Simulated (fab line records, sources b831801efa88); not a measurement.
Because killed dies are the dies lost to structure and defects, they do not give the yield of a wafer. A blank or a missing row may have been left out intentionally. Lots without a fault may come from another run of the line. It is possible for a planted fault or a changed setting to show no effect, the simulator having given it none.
fab line records	flow sky130
[record] lots = 12	wafers = 36	last-day = 51
route steps=708 shown LI_CONTACT@381 CONTACT@424 METAL1@434 PAD_OPEN@708
lots that met no fault: taken from a fault-free run of the same line
start-h: hours from the record's opening day to when the first of the lot's shown wafers began	wait-h: hours elapsed since this lot's preceding step	" same as the row above	L1.1+2: a row that stands for several wafers	- no value, or no start given	* or withheld: withheld	< > ~ a bound
route shown NAME@n: NAME is a module with steps in the file, n the number in the route of the first one	usual: mean/standard deviation taken from wafers without a fault	same: alike in all rows	chamber/n: place in a boat	sites: per-site readings	_std_site: standard deviation across them	_edge_site: the outer-site mean with the inner-site mean subtracted	radius-mm: how far each site lies from the wafer's centre	mask NAME#n: copy n	behind: the most recent tool/chamber to have shaped the wafer	hold: why the lot was held/for how many hours/how that ended	device: the n, p or np transistor that did not switch	end of line: tests of these same wafers at the route's end	for a step that has no rows: nothing shown but its recipe	killed: dies that structure and defects cost at the first sort, which is not the same as the wafer's yield	map: a wafer's dies, marking killed ones x, the rest . and places with no die _
set.NAME: setting as actually run; set.NAME@STEP: the setting as run at that earlier step	model.NAME: the simulator's own value behind a step, which no gauge read
the route's steps for a sample of lots (tables are steps, rows are wafers)
services: a tool's chamber out of use, with start hour (start-h, from the record's first day; less than 0 if before it), hours out, and reason
[[steps]]
[step SKY_LI_CONTACT_SPUTTER_19]
[recipe] material = Ti	target-thk-nm = 20	chamber-pressure-pa = 5	power-w = 2500	substrate-temp-c = 200	time-s = 106.37
[usual] throttle-valve-pct = 29.7/1.1
lot.wafer	tool	chamber	start-h	wait-h	throttle-valve-pct
L439.1	pvd-sputter-03	-	696.86	0.0	28.5
L439.4	"	-	"	"	29.1
L439.5	"	-	"	"	29.3
L440.1	pvd-sputter-03	-	703.11	0.0	29.2
L440.2	"	-	"	"	28.7
L440.4	"	-	"	"	29.1
L441.3	pvd-sputter-01	-	719.35	0.0	28.7
L441.4	"	-	"	"	31.0
L441.5	"	-	"	"	29.7
L442.3	pvd-sputter-01	-	726.33	0.0	30.0
L442.4	"	-	"	"	31.1
L442.5	"	-	"	"	28.8
L444.2	pvd-sputter-01	-	738.55	0.0	30.9
L444.3	"	-	"	"	28.7
L444.6	"	-	"	"	30.0
L445.3	pvd-sputter-03	-	749.55	0.0	29.1
L445.4	"	-	"	"	29.3
L445.5	"	-	"	"	29.3
L448.3	pvd-sputter-02	-	775.45	0.0	28.6
L448.4	"	-	"	"	31.1
L448.6	"	-	"	"	31.2
L450.1	pvd-sputter-03	-	782.47	0.0	29.1
L450.2	"	-	"	"	28.6
L450.6	"	-	"	"	29.1
L451.1	pvd-sputter-03	-	803.80	0.0	29.2
L451.2	"	-	"	"	31.7
L451.4	"	-	"	"	28.4
L452.3	pvd-sputter-01	-	811.48	0.0	28.4
L452.4	"	-	"	"	29.4
L452.6	"	-	"	"	30.7
L460.1	pvd-sputter-03	-	861.75	0.0	28.6
L460.2	"	-	"	"	29.1
L460.5	"	-	"	"	28.8
L459.4	pvd-sputter-01	-	865.58	0.0	30.9
L459.5	"	-	"	"	30.1
L459.6	"	-	"	"	29.5
[step SKY_CONTACT_ETCH_18]
[recipe] target = Si3N4	chemistry = CHF3/O2	stop-on = TiN	source-w = 600	bias-w = 200	pressure-mtorr = 40	chf3-flow-sccm = 50	O2_flow_sccm = 5	time-s = 39	target-depth-a = 750
[usual] drypump-motor-current-A = 5.7/0.48	oes-product-au = 0.854/0.0079	throttle-valve-pct = 8.793/0.0099
lot.wafer	tool	chamber	start-h	wait-h	drypump-motor-current-A	oes-product-au	rf-hours-counter-h	throttle-valve-pct
L439.1	rie-diel-04	1	755	-	5.2	0.846	10	8.792
L439.4	"	3	"	"	6.6	0.867	10	8.790
L439.5	"	1	"	"	5.2	0.856	-	8.802
L440.1	rie-diel-02	0	761	-	5.2	0.860	9	8.780
L440.2	"	2	"	"	6.1	0.844	30	8.798
L440.4	"	3	"	"	5.0	0.852	7	8.796
L441.3	rie-diel-04	2	776	-	5.6	0.858	17	8.793
L441.4	"	1	"	"	5.2	0.861	10	8.810
L441.5	"	2	"	"	5.6	0.847	-	8.795
L442.3	rie-diel-04	1	783	-	5.2	0.847	10	8.783
L442.4	"	0	"	"	5.3	0.864	3	8.813
L442.5	"	1	"	"	5.2	0.850	-	8.765
L444.2	rie-diel-02	1	795	-	6.1	0.852	16	8.793
L444.3	"	2	"	"	6.1	0.857	31	8.800
L444.6	"	1	"	"	6.1	0.871	-	8.798
L445.3	rie-diel-04	0	805	-	5.3	0.847	4	8.798
L445.4	"	2	"	"	5.6	0.852	18	8.783
L445.5	"	2	"	"	5.6	0.858	-	8.788
L448.3	rie-diel-04	3	831	-	6.6	0.847	12	8.799
L448.4	"	1	"	"	5.2	0.857	-	8.805
L448.6	"	3	"	"	6.6	0.859	-	8.787
L450.1	rie-diel-04	2	838	-	5.6	0.837	19	8.783
L450.2	"	0	"	"	5.3	0.836	4	8.784
L450.6	"	2	"	"	5.6	0.858	-	8.779
L451.1	rie-diel-04	2	859	-	5.6	0.848	20	8.793
L451.2	"	1	"	"	5.2	0.854	13	8.792
L451.4	"	0	"	"	5.3	0.855	-	8.806
L452.3	rie-diel-02	3	866	-	5.0	0.844	10	8.795
L452.4	"	3	"	"	5.0	0.858	-	8.788
L452.6	"	1	"	"	6.1	0.866	-	8.797
L460.1	rie-diel-03	0	915	-	5.2	0.853	9	8.785
L460.2	"	1	"	"	6.0	0.845	8	8.790
L460.5	"	2	"	"	5.9	0.856	-	8.800
L459.4	rie-diel-02	3	919	-	5.0	0.856	11	8.797
L459.5	"	1	"	"	6.1	0.865	-	8.800
L459.6	"	2	"	"	6.1	0.848	-	8.785
[step SKY_CONTACT_STRIP_19]
[recipe] chemistry = O2/N2	power-w = 1400	pressure-mtorr = 1500	platen-temp-c = withheld	o2-flow-sccm = 3000	n2-flow-sccm = 300	overash-fraction = 0.5
[usual] drypump-motor-current-A = 5.5/0.49	n2-flow-sccm = 300.0/0.93	oes-product-au = 0.381/0.0045	strip-time-to-endpoint-s = 3.62/0.035
lot.wafer	tool	chamber	start-h	wait-h	drypump-motor-current-A	n2-flow-sccm	oes-product-au	rf-hours-counter-h	strip-time-to-endpoint-s
L439.1	plasma-asher-03	1	755.24	-	5.8	299.4	0.381	1	3.66
L439.4	"	0	"	"	6.3	300.0	0.377	-	3.58
L439.5	"	0	"	"	6.4	300.4	0.385	-	3.70
L440.1	plasma-asher-04	0	761.23	-	5.2	298.7	0.381	32	3.60
L440.2	"	1	"	"	4.9	299.9	0.383	32	3.60
L440.4	"	0	"	"	5.2	300.3	0.385	-	3.62
L441.3	plasma-asher-04	1	776.93	-	4.9	300.7	0.375	-	3.64
L441.4	"	0	"	"	5.2	300.7	0.386	-	3.66
L441.5	"	1	"	"	4.9	301.1	0.381	-	3.64
L442.3	plasma-asher-02	0	783.97	-	5.1	300.8	0.385	-	3.68
L442.4	"	1	"	"	5.6	298.6	0.377	-	3.61
L442.5	"	1	"	"	5.6	300.4	0.381	-	3.65
L444.2	plasma-asher-03	0	795.57	-	6.4	300.2	0.377	5	3.63
L444.3	"	1	"	"	5.8	298.7	0.377	-	3.62
L444.6	"	0	"	"	6.3	300.6	0.387	-	3.61
L445.3	plasma-asher-04	1	805.96	-	4.9	300.4	0.377	-	3.60
L445.4	"	0	"	"	5.2	300.4	0.383	-	3.66
L445.5	"	0	"	"	5.2	299.9	0.385	-	3.65
L448.3	plasma-asher-02	1	831.81	-	5.6	300.3	0.375	-	3.61
L448.4	"	0	"	"	5.1	300.1	0.383	-	3.67
L448.6	"	1	"	"	5.6	298.1	0.386	-	3.60
L450.1	plasma-asher-04	1	838.14	-	4.9	299.7	0.382	39	3.78
L450.2	"	0	"	"	5.2	300.2	0.384	39	3.73
L450.6	"	0	"	"	5.2	300.7	0.385	-	3.79
L451.1	plasma-asher-03	1	859.16	-	5.8	299.7	0.388	11	3.80
L451.2	"	0	"	"	6.3	300.5	0.385	11	3.76
L451.4	"	1	"	"	5.8	299.4	0.379	-	3.62
L452.3	plasma-asher-03	1	866.99	-	5.8	300.9	0.390	-	3.62
L452.4	"	0	"	"	6.4	299.7	0.382	-	3.61
L452.6	"	1	"	"	5.8	301.6	0.380	-	3.60
L460.1	plasma-asher-02	0	915.94	-	5.1	298.1	0.379	80	3.58
L460.2	"	1	"	"	5.6	298.9	0.374	80	3.60
L460.5	"	1	"	"	5.6	299.9	0.385	-	3.62
L459.4	plasma-asher-02	1	919.23	-	5.6	299.4	0.390	-	3.60
L459.5	"	1	"	"	5.6	299.9	0.388	-	3.60
L459.6	"	0	"	"	5.1	300.6	0.369	-	3.57
[step SKY_CONTACT_RS_MEAS_25]
[recipe] thk-meas-gauge = four-point-probe	reads = W_of_CONTACT_CVD_24+TiN_of_CONTACT_SPUTTER_23
[usual] CONTACT_W_RS = 0.341/0.0032
lot.wafer	tool	chamber	start-h	wait-h	CONTACT_W_RS[ohm/sq]
L439.1	film-metro-03	-	756.37	0.1	0.344
L439.4	"	-	"	"	0.345
L439.5	"	-	"	"	0.341
L440.1	film-metro-01	-	762.00	0.1	0.343
L440.2	"	-	"	"	0.347
L440.4	"	-	"	"	0.346
L441.3	film-metro-03	-	777.79	0.1	0.341
L441.4	"	-	"	"	0.341
L441.5	"	-	"	"	0.342
L442.3	film-metro-02	-	784.78	0.1	0.338
L442.4	"	-	"	"	0.341
L442.5	"	-	"	"	0.333
L444.2	film-metro-02	-	796.35	0.1	0.340
L444.3	"	-	"	"	0.345
L444.6	"	-	"	"	0.339
L445.3	film-metro-01	-	806.73	0.1	0.338
L445.4	"	-	"	"	0.344
L445.5	"	-	"	"	0.342
L448.3	film-metro-02	-	832.69	0.2	0.347
L448.4	"	-	"	"	0.340
L448.6	"	-	"	"	0.342
L450.1	film-metro-02	-	838.91	0.1	0.342
L450.2	"	-	"	"	0.338
L450.6	"	-	"	"	0.340
L451.1	film-metro-03	-	859.94	0.1	0.344
L451.2	"	-	"	"	0.344
L451.4	"	-	"	"	0.340
L452.3	film-metro-01	-	867.76	0.1	0.346
L452.4	"	-	"	"	0.344
L452.6	"	-	"	"	0.347
L460.1	film-metro-03	-	916.71	0.1	0.343
L460.2	"	-	"	"	0.340
L460.5	"	-	"	"	0.339
L459.4	film-metro-02	-	920.07	0.1	0.338
L459.5	"	-	"	"	0.338
L459.6	"	-	"	"	0.336
[step SKY_METAL1_SPUTTER_00]
[recipe] material = Ti	target-thk-nm = 15	power-w = 3000	time-s = 10	chamber-pressure-pa = 0.4
[usual] throttle-valve-pct = 30.0/0.94
lot.wafer	tool	chamber	start-h	wait-h	throttle-valve-pct
L439.1	pvd-sputter-02	-	756.85	0.1	28.5
L439.4	"	-	"	"	30.8
L439.5	"	-	"	"	30.9
L440.1	pvd-sputter-02	-	762.48	0.2	31.0
L440.2	"	-	"	"	28.8
L440.4	"	-	"	"	31.1
L441.3	pvd-sputter-04	-	778.23	0.2	29.6
L441.4	"	-	"	"	31.1
L441.5	"	-	"	"	30.8
L442.3	pvd-sputter-01	-	785.22	0.2	29.4
L442.4	"	-	"	"	31.1
L442.5	"	-	"	"	30.9
L444.2	pvd-sputter-04	-	796.81	0.2	30.4
L444.3	"	-	"	"	29.6
L444.6	"	-	"	"	29.5
L445.3	pvd-sputter-04	-	807.17	0.2	30.6
L445.4	"	-	"	"	30.4
L445.5	"	-	"	"	31.0
L448.3	pvd-sputter-02	-	833.13	0.2	31.2
L448.4	"	-	"	"	28.7
L448.6	"	-	"	"	31.3
L450.1	pvd-sputter-02	-	839.39	0.1	29.1
L450.2	"	-	"	"	28.8
L450.6	"	-	"	"	31.1
L451.1	pvd-sputter-02	-	860.42	0.1	31.0
L451.2	"	-	"	"	28.9
L451.4	"	-	"	"	28.6
L452.3	pvd-sputter-02	-	868.20	0.2	28.7
L452.4	"	-	"	"	30.9
L452.6	"	-	"	"	31.2
L460.1	pvd-sputter-01	-	917.30	0.1	28.8
L460.2	"	-	"	"	29.3
L460.5	"	-	"	"	28.7
L459.4	pvd-sputter-01	-	920.50	0.3	31.1
L459.5	"	-	"	"	28.7
L459.6	"	-	"	"	29.4
[step SKY_PAD_OPEN_PROBE_99]
[usual] killed_at_M0_to_M3 = 44/7.4	killed_at_M4_up = 3.1/1.8	killed-at-contacts = 25/6	killed-at-front-end = 15/4.4	killed-at-other = 0.3/0.49	killed-dies = 88/10	killed-open = 48/7.4	killed-short = 39/6.3
[same] gross-dies = 492	killed-at-back-side = 0
lot.wafer	tool	chamber	start-h	wait-h	killed_at_M0_to_M3	killed_at_M4_up	killed-at-contacts	killed-at-front-end	killed-at-other	killed-dies	killed-open	killed-short
L450.6	prober-02	-	1156.46	0.2	43	7	33	9	0	92	45	45
// killed by level:class
L450.6 VIA1:geometric-particle:open=10 METAL1:geometric-particle:short=9 LI_CONTACT:geometric-particle:open=8 CONTACT:geometric-particle:open=8 CONTACT:geometric-particle:short=6 VIA1:geometric-particle:short=6 METAL4:geometric-particle:short=6 LI_CONTACT:geometric-particle:short=5
[[services]]
tool	chamber	start-h	hours	kind
pvd-sputter-03	-	680.12	0.6	repair
plasma-asher-04	-	681.00	2.8	pm
pvd-sputter-02	-	690.98	2.7	repair
pvd-sputter-04	-	693.51	1.8	repair
plasma-asher-03	-	693.75	2.8	repair
rie-diel-03	-	697.02	11.9	repair
plasma-asher-02	-	712.92	1.5	repair
pvd-sputter-03	-	716.17	9.4	repair
plasma-asher-03	-	733.75	9.0	pm
rie-diel-03	0	756.45	5.8	repair
rie-diel-04	-	770.10	4.3	pm
rie-diel-03	3	796.91	20.2	repair
rie-diel-04	0	824.30	7.4	repair
pvd-sputter-02	-	828.43	2.8	repair
rie-diel-03	2	833.39	6.1	repair
pvd-sputter-02	-	835.56	3.0	repair
rie-diel-04	1	840.81	7.8	repair
plasma-asher-04	-	856.49	1.2	repair
rie-diel-04	3	857.72	8.3	repair
rie-diel-03	-	861.67	2.8	pm
pvd-sputter-01	-	865.98	2.0	repair
rie-diel-04	1	884.78	2.2	repair
rie-diel-02	3	914.49	4.4	repair
rie-diel-04	0	916.28	13.4	repair
[[key]]
[first-sign] step = SKY_CONTACT_STRIP_19	reading = strip-time-to-endpoint-s	direction = up	sigmas = 4.5	usual = *	struck = *
effect none on later readings
met-at SKY_CONTACT_ETCH_18
struck-lots L450,L451
struck-wafers L450.1,L450.2,L450.6,L451.1,L451.2
tester-left-out L450,L451
not-acting-at SKY_LI_CONTACT_SPUTTER_19,SKY_CONTACT_RS_MEAS_25,SKY_METAL1_SPUTTER_00
onset-between 831 838
[fault] kind = process-parameter-drift	tool = rie-diel-04	chamber = -	onset-h = 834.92	steps = SKY_CONTACT_ETCH_18	channel = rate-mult	offset = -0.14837	shape = step	end-h = 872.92	scope = struck-wafers-only
// tester-left-out: of these lots the tester's yield and bins aren't shown, on N5 and GAA mostly nor the transistor test; their killed dies are dies lost to structure and defects alone, not to doping, threshold or leakage, so they don't give the yield
